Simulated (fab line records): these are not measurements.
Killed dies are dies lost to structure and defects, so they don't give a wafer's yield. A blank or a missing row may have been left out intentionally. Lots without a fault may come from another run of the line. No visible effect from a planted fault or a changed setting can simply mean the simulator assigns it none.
A lot that was struck, set against a sound lot || flow sky130 || 26 out of 708 route steps
Sound: the wafers L270.1, L270.3, L270.4. Struck: wafer L263.1; the same lot's L263.3 was not struck, so it is left out; see the end for the cause.
Order at every step that has rows: each side's tool, ch and its chambers, its first start. Under that, the readings that differ: sound wafers || struck wafers || difference of the means || sigmas: that difference in standard deviations of wafers without a fault.
alike: readings with means less than 2 such deviations apart, plus words and numbers identical on both sides. not compared: withheld readings, readings lacking a value on some wafer, bounds such as >300 that could conceal the same value, and numbers that have no deviation in the record and whose values overlap.
Wherever a step has rows on one side only, a row that says differs or no value, or a row with sigmas, the two part there. Non-overlapping numbers with no deviation appear without sigmas and do not part them. A reading that every wafer of one side lacks parts them only if that side has two wafers or more.

first, 8 steps without rows for these wafers: SKY_FIELD_ISO_DEHYDRATE_05 (time 60 s); SKY_FIELD_ISO_HMDS_06 (prime time 60 s); SKY_FIELD_ISO_COAT_07 (resist thk 60 nm); SKY_FIELD_ISO_COAT_08 (resist thk 450 nm); SKY_FIELD_ISO_SOFTBAKE_09 (time 90 s); SKY_FIELD_ISO_EXPOSE_10 (exposes mask FOM, target cd 150 nm); SKY_FIELD_ISO_PEB_11; SKY_FIELD_ISO_DEVELOP_12 (develop time 60 s).
SKY_FIELD_ISO_CD_MEAS_13: target cd 150 nm.
  struck on cd-sem-02, day 3 20:52; sound on cd-sem-02, day 5 09:18
  alike: cd-nm
SKY_FIELD_ISO_ETCH_14: etches BARC in N2/H2, stops on SiO2, time 45.9 s, target depth 60 nm.
  sound on rie-diel-01 ch 1,2,3, day 5 09:25; struck on rie-diel-01 ch 2, day 3 20:59
{"reading": "bias-w (W)", "sound": "100.2 99.1 99.4", "struck": 100.3, "difference": "+0.7", "sigmas": "+2"}
  alike: drypump-motor-current-A, oes-product-au, rf-fwd-power-W, run-length-s, throttle-valve-pct
  not compared: rf-hours-counter-h
SKY_FIELD_ISO_ETCH_15: etches the open film in CHF3/O2, stops on Si, target depth 180 nm, time 72 s.
  sound on rie-diel-01 ch 1,2,3, day 5 09:28; struck on rie-diel-01 ch 2, day 3 21:01
  alike: bias-w, drypump-motor-current-A, oes-product-au, rf-fwd-power-W, run-length-s, throttle-valve-pct
  not compared: rf-hours-counter-h
SKY_FIELD_ISO_STRIP_16: strips in O2/N2.
  sound on plasma-asher-01 ch 0,1, day 5 09:31; struck on plasma-asher-03 ch 0, day 3 21:05
  alike: drypump-motor-current-A, oes-product-au, strip-time-to-endpoint-s
  not compared: rf-hours-counter-h
SKY_FIELD_ISO_ETCH_17: etches Si in HBr/Cl2/O2, target depth 342 nm, time 97.7 s.
  sound on rie-si-02 ch 1,2,3, day 5 09:37; struck on rie-si-01 ch 2, day 3 21:11
{"reading": "drypump-motor-current-A (A)", "sound": "6.1 6.3 5.1", "struck": 4.7, "difference": -1.1, "sigmas": -2}
{"reading": "rf-hours-counter-h (h)", "sound": "25 26 32", "struck": 122, "difference": "+94", "sigmas": ""}
{"reading": "run-length-s (s)", "sound": "126.0 126.0 126.5", "struck": 80.0, "difference": -46.2, "sigmas": "-99 or more"}
{"reading": "model.FIELD_ISO.feature-depth-nm (nm)", "sound": "338.6 347.5 340.9", "struck": 183.4, "difference": -158.9, "sigmas": ""}
{"reading": "model.etch.depth-nm (nm)", "sound": "338.6 347.5 340.9", "struck": 183.4, "difference": -158.9, "sigmas": ""}
{"reading": "model.Si3N4_of_FIELD_ISO_CVD_03.thk-nm (nm)", "sound": "152.1 152.4 154", "struck": 158.2, "difference": "+5.4", "sigmas": ""}
  alike: mfc-cl2-sccm, oes-product-au, throttle-valve-pct
  not compared: bias-w, rf-fwd-power-W
then, 5 steps without rows for these wafers: SKY_FIELD_ISO_WET_ETCH_18 (etches Si3N4 in H3PO4, target depth 25 nm, time 286 s); SKY_FIELD_ISO_CLEAN_19 (cleans in SC1/SC2, time 150 s); SKY_FIELD_ISO_CLEAN_20 (cleans in dHF, time 20 s); SKY_FIELD_ISO_WET_ETCH_21 (etches SiO2 in dHF, target depth 20 nm, time 400 s); SKY_FIELD_ISO_OXIDATION_22 (stabilise 600 s, purge 300 s, target thk 10 nm).
SKY_FIELD_ISO_THK_MEAS_23:
  struck on film-metro-02, day 3 22:42; sound on film-metro-02, day 5 12:11
  alike: FIELD_ISO_OXIDATION_01_THK
then, 1 step without rows for these wafers: SKY_FIELD_ISO_CVD_24 (deposits SiO2, target thk 595 nm, time 99.2 s).
SKY_FIELD_ISO_THK_MEAS_25:
  struck on film-metro-01, day 3 22:50; sound on film-metro-01, day 5 12:19
{"reading": "FIELD_ISO_CVD_24_THK (nm)", "sound": "586 596 587", "struck": 602, "difference": "+12", "sigmas": "+2"}
then, 1 step without rows for these wafers: SKY_FIELD_ISO_ANNEAL_26 (time 1800 s).
SKY_FIELD_ISO_CMP_27: polishes, stops on Si3N4, t overpolish 16 s, target thk 457.8 nm.
  sound on cmp-02 ch 0,2,3, day 5 15:05; struck on cmp-01 ch 0, day 4 02:56
  alike: motor-current-A, overpolish-run-s, retaining-ring-pressure-frac, slurry-flow-ml-min, time-to-endpoint-s
SKY_FIELD_ISO_WET_ETCH_28: etches SiO2 in dHF, target depth 23.7 nm, time 47 s.
  sound on wet-bench-01 ch 0, day 5 15:23; struck on wet-bench-02 ch 1, day 4 03:14
{"reading": "run-length-s (s)", "sound": "72.8 72.8 72.8", "struck": 79.2, "difference": "+6.4", "sigmas": "+2"}
{"reading": "model.Si3N4_of_FIELD_ISO_CVD_03.thk-nm (nm)", "sound": "121.1 121.4 123", "struck": 127.5, "difference": "+5.7", "sigmas": ""}
then, 1 step without rows for these wafers: SKY_FIELD_ISO_WET_ETCH_29 (etches Si3N4 in H3PO4, target depth 160 nm, time 1825 s).
-- the record jumps here: 44 days lie between the struck wafers' starts before and after (it left off in module FIELD_ISO and takes up again in module PAD_OPEN, whose first step shown is number 708 of the route) --
SKY_PAD_OPEN_PROBE_99:
  struck on prober-01, day 48 01:11; sound on prober-01, day 49 07:38
{"reading": "killed-at-contacts", "sound": "21 16 23", "struck": 31, "difference": "+11", "sigmas": "+2"}
{"reading": "model.etest.pfet_16v.r-on-ohm-um", "sound": "1.538e+04 1.58e+04 1.551e+04", "struck": 1.195e+04, "difference": -3.613e+03, "sigmas": ""}
{"reading": "model.etest.res_p_drift_20v.line-ohm-um", "sound": "1.13e+04 1.179e+04 1.151e+04", "struck": 7466, "difference": -4067, "sigmas": ""}
{"reading": "model.etest.res_p_drift_20v.rs-ohm-sq", "sound": "9273 9793 9505", "struck": 6178, "difference": -3346, "sigmas": ""}
{"reading": "model.etest.res-iso-pwell.rs-ohm-sq", "sound": "3198 3547 3365", "struck": 1769, "difference": -1601, "sigmas": ""}
{"reading": "model.etest.nfet_16v.r-on-ohm-um", "sound": "1.393e+04 1.391e+04 1.384e+04", "struck": 1.319e+04, "difference": -7.033e+02, "sigmas": ""}
{"reading": "model.etest.res-iso-pwell.line-ohm-um", "sound": "1226 1330 1274", "struck": 656.4, "difference": -620.3, "sigmas": ""}
{"reading": "model.etest.res-nwell.line-ohm-um", "sound": "1143 1169 1159", "struck": 860.7, "difference": -296.3, "sigmas": ""}
{"reading": "model.etest.res-nwell.rs-ohm-sq", "sound": "957.9 1002 985.4", "struck": 693.3, "difference": -288.5, "sigmas": ""}
  alike: killed_at_M0_to_M3, killed_at_M4_up, killed-at-front-end, killed-at-other, killed-dies, killed-open, killed-short

## WHERE THEY PART
Earliest at SKY_FIELD_ISO_ETCH_14; latest, in this record, at SKY_PAD_OPEN_PROBE_99.

WHY: whatever the simulator had introduced
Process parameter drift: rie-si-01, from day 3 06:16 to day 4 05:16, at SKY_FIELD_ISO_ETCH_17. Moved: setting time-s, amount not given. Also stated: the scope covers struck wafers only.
